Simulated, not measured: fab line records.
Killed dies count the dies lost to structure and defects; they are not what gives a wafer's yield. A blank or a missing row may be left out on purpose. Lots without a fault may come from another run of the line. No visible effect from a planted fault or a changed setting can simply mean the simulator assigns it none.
Which tool is to blame? | flow gf180mcu | Sampling: 13 lots, 39 wafers, 5 of 602 route steps

== WHAT THE GAUGES SHOWED, per wafer ==
GF_M4_THK_MEAS_06: measures by xrf. Usual: M4_ALCU_THK gives 456 nm (standard deviation 4.3).
lot  | measured     | on            | M4_ALCU_THK (nm) | flag
L105 | day 23 02:01 | film-metro-04 | 451 451 454      |
L106 | day 23 06:40 | film-metro-02 | 458 460 451      |
L107 | day 23 16:49 | film-metro-03 | 461 463 463      |
L108 | day 24 04:53 | film-metro-03 | 455 464 455      |
L109 | day 24 09:37 | film-metro-03 | 461 457 459      |
L112 | day 25 09:31 | film-metro-03 | 455 454 458      |
L111 | day 25 10:18 | film-metro-02 | 455 456 456      |
L114 | day 25 20:40 | film-metro-04 | 452 453 453      |
L116 | day 27 00:35 | film-metro-03 | 457 451 454      |
L118 | day 27 08:52 | film-metro-02 | 459 462 456      |
L119 | day 27 15:59 | film-metro-02 | 456 454 458      |
L121 | day 28 03:53 | film-metro-02 | 455 455 461      |
L128 | day 29 21:13 | film-metro-03 | 455 466 457      |

GF_V4_BOW_MEAS_05. Usual: V4_BOW gives 131 um (standard deviation 9.3).
lot  | measured     | on            | V4_BOW (um) | flag
L105 | day 24 04:20 | film-metro-01 | 136 128 140 |
L106 | day 24 05:59 | film-metro-02 | 109 127 118 |
L107 | day 24 14:52 | film-metro-04 | 144 121 118 |
L108 | day 25 05:17 | film-metro-04 | 133 134 146 |
L109 | day 25 09:21 | film-metro-04 | 122 112 111 |
L112 | day 26 07:55 | film-metro-04 | 139 139 131 |
L111 | day 26 08:25 | film-metro-02 | 138 136 138 |
L114 | day 26 18:35 | film-metro-02 | 149 138 139 |
L116 | day 27 22:07 | film-metro-02 | 143 132 143 |
L118 | day 28 06:16 | film-metro-01 | 127 137 136 |
L119 | day 28 13:20 | film-metro-01 | 127 136 130 |
L121 | day 29 00:45 | film-metro-01 | 132 133 129 |
L128 | day 30 16:56 | film-metro-02 | 129 130 138 |

GF_MIM_THK_MEAS_06. Usual: MIM_CVD_05_THK gives 41.7 nm (standard deviation 0.52).
lot  | measured     | on            | MIM_CVD_05_THK (nm) | flag
L105 | day 25 05:50 | film-metro-03 | 41.0 40.1 41.5      |
L106 | day 25 06:26 | film-metro-01 | 41.4 41.3 41.6      |
L107 | day 25 14:02 | film-metro-04 | 41.4 41.7 41.8      |
L108 | day 26 04:17 | film-metro-04 | 41.1 42.0 41.5      |
L109 | day 26 07:57 | film-metro-01 | 41.1 42.3 41.6      |
L112 | day 27 06:08 | film-metro-03 | 40.8 40.9 41.5      |
L111 | day 27 07:40 | film-metro-03 | 42.0 42.0 42.0      |
L114 | day 27 16:42 | film-metro-03 | 41.6 42.3 42.0      |
L116 | day 28 19:04 | film-metro-03 | 41.8 41.9 41.9      |
L118 | day 29 03:51 | film-metro-03 | 41.8 41.8 42.5      |
L119 | day 29 10:13 | film-metro-04 | 39.6 39.8 39.9      | OFF
L121 | day 29 22:19 | film-metro-03 | 39.7 39.9 39.6      | OFF
L128 | day 31 12:51 | film-metro-04 | 41.9 40.8 41.5      |

== TOOL THAT RAN EACH LOT (tool first, then ch and the chambers of the sampled wafers, then the start) ==
lot  | GF_V4_CVD_02                    | GF_MIM_CVD_05
L105 | pecvd-01 ch 1,2, day 24 02:59   | pecvd-04 ch 1,2, day 25 05:47
L106 | pecvd-02 ch 0,1,2, day 24 05:33 | pecvd-02 ch 0,1,2, day 25 06:25
L107 | pecvd-01 ch 0,1,2, day 24 14:25 | pecvd-04 ch 0,2, day 25 14:00
L108 | pecvd-01 ch 0,1,2, day 25 03:58 | pecvd-04 ch 0,1, day 26 04:16
L109 | pecvd-01 ch 0,1,2, day 25 08:47 | pecvd-04 ch 1,2, day 26 07:54
L112 | pecvd-03 ch 1,2, day 26 07:27   | pecvd-02 ch 0,2, day 27 06:06
L111 | pecvd-01 ch 1,2, day 26 07:55   | pecvd-03 ch 1,2, day 27 07:38
L114 | pecvd-02 ch 0,1,2, day 26 18:09 | pecvd-02 ch 1,2, day 27 16:40
L116 | pecvd-03 ch 0,1,2, day 27 21:40 | pecvd-03 ch 0,1, day 28 19:01
L118 | pecvd-01 ch 1,2, day 28 05:50   | pecvd-02 ch 0,2, day 29 03:49
L119 | pecvd-03 ch 0,2, day 28 12:55   | pecvd-02 ch 0,1, day 29 10:11
L121 | pecvd-03 ch 0,1,2, day 29 00:17 | pecvd-02 ch 0,2, day 29 22:16
L128 | pecvd-02 ch 0,1,2, day 30 16:31 | pecvd-03 ch 0,1,2, day 31 12:49
- GF_V4_CVD_02: deposits SiO2 from TEOS, target thk 850 nm, time 94.851 s.
- GF_MIM_CVD_05: deposits Si3N4, target thk 42 nm, time 29.086 s.

== WHAT THE TOOLS THEMSELVES READ (means of the sampled wafers that have a number; where no wafer has one, the mark that the record gives instead) ==
GF_V4_CVD_02. Usual: heater-power-w 625 W, standard deviation 110; rf-fwd-power-W 596.4 W, standard deviation 1.9.
lot  | tool     | heater-power-w (W) | rf-fwd-power-W (W) | flag
L105 | pecvd-01 | 601                | 595.0              |
L106 | pecvd-02 | 654                | 597.3              |
L107 | pecvd-01 | 605                | 596.9              |
L108 | pecvd-01 | 604                | 595.6              |
L109 | pecvd-01 | 595                | 597.6              |
L112 | pecvd-03 | 552                | 595.4              |
L111 | pecvd-01 | 575                | 597.9              |
L114 | pecvd-02 | 668                | 596.0              |
L116 | pecvd-03 | 651                | 594.3              |
L118 | pecvd-01 | 575                | 597.3              |
L119 | pecvd-03 | 634                | 597.4              |
L121 | pecvd-03 | 609                | 596.4              |
L128 | pecvd-02 | 648                | 594.5              |

GF_MIM_CVD_05. Usual: heater-power-w 628 W, standard deviation 100; rf-fwd-power-W 444.2 W, standard deviation 2.1.
lot  | tool     | heater-power-w (W) | rf-fwd-power-W (W) | flag
L105 | pecvd-04 | 636                | 447.4              |
L106 | pecvd-02 | 730                | 442.1              |
L107 | pecvd-04 | 591                | 445.2              |
L108 | pecvd-04 | 655                | 444.8              |
L109 | pecvd-04 | 641                | 445.7              |
L112 | pecvd-02 | 702                | 445.0              |
L111 | pecvd-03 | 590                | 444.7              |
L114 | pecvd-02 | 584                | 444.2              |
L116 | pecvd-03 | 585                | 443.9              |
L118 | pecvd-02 | 696                | 444.4              |
L119 | pecvd-02 | 743                | 369.1              | OFF
L121 | pecvd-02 | 729                | 372.1              | OFF
L128 | pecvd-03 | 573                | 444.3              |

== THE ANSWER, worked out from the rows above alone ==
Rule: take the mean of a lot's wafers that have a number; if it is more than 3 standard deviations from the usual mean, the lot is off. Also off: a lot with no number at a reading for which 4 or more lots have one. Any other lot the step has rows for is counted as sound. First the gauges in route order, then the tools' own readings, where a lot's mean is used as printed above. At the first step where some lot is off, the reading lying furthest off is the one used; lots without a number count as furthest.
Off: at GF_MIM_THK_MEAS_06 (MIM_CVD_05_THK), L119, L121.
A tool fits if, at a process step before that reading, it ran every lot that is off, and no sound lot after the first of them. The gauges at GF_MIM_THK_MEAS_06 aren't tried: what is off there is off at GF_MIM_CVD_05 too, on other tools, and a gauge's error can't cause that. This does not decide it: 2 tools fit, namely pecvd-03 at GF_V4_CVD_02 and pecvd-02 at GF_MIM_CVD_05.

== WHAT THE SIMULATOR PUT IN ==
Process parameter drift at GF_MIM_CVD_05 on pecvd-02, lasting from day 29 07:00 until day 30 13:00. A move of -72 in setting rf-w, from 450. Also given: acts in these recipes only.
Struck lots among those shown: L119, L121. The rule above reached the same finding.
